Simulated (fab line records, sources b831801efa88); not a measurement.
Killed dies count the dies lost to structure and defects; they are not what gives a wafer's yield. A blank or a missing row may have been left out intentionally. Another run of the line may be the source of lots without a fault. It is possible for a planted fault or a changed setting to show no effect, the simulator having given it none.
Chamber matching + flow sky130 + pecvd-01 running SKY_CAPM_CVD_00: 3 sister chambers
The step deposits SiO2, target thk 15.5 nm. 6 wafers are shown with their chamber, then 9 later ones without.

## WAFERS WITH THEIR CHAMBER
| wafer  | chamber | heater_power_w (W) |
|--------|---------|--------------------|
| L077.4 | 0       | 559                |
| L077.5 | 1       | 703                |
| L077.6 | 2       | 783                |
| L078.2 | 0       | 665                |
| L078.5 | 2       | 793                |
| L078.6 | 1       | 740                |

## WAFERS WHOSE CHAMBER IS MISSING
| wafer  | heater_power_w (W) |
|--------|--------------------|
| L083.1 | 735                |
| L083.2 | 660                |
| L083.3 | 685                |
| L083.4 | 726                |
| L083.5 | 741                |
| L083.6 | 690                |
| L087.1 | 627                |
| L087.4 | 746                |
| L087.5 | 637                |

## CHAMBER TAKEN BY EACH
| wafer  | from the rows above          | in truth |
|--------|------------------------------|----------|
| L083.1 | can't be placed: 1 or 2      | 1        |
| L083.2 | can't be placed: 0 or 1 or 2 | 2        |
| L083.3 | can't be placed: 1 or 0 or 2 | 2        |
| L083.4 | can't be placed: 1 or 2      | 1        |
| L083.5 | can't be placed: 1 or 2      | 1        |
| L083.6 | can't be placed: 1 or 0 or 2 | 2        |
| L087.1 | can't be placed: 0 or 1      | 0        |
| L087.4 | can't be placed: 1 or 2      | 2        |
| L087.5 | can't be placed: 0 or 1      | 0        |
0 of 9 placed correctly. These rows do not allow placing 9 (true chamber among the candidates in 9). Wrongly placed: 0.
How it was worked out, from the rows above alone: a wafer's distance from a chamber is the root of the sum, over the readings, of the square of ((its reading less the chamber's mean) divided by the reading's scatter). If the next closest chamber is less than 2 further off than the closest, the wafer can't be placed; otherwise it belongs to the closest. For every chamber, the mean is computed from those of its wafers that are shown. The scatter: the root of (the sum of the squares of (reading less its chamber's mean) over the shown wafers, divided by (wafers less chambers)).
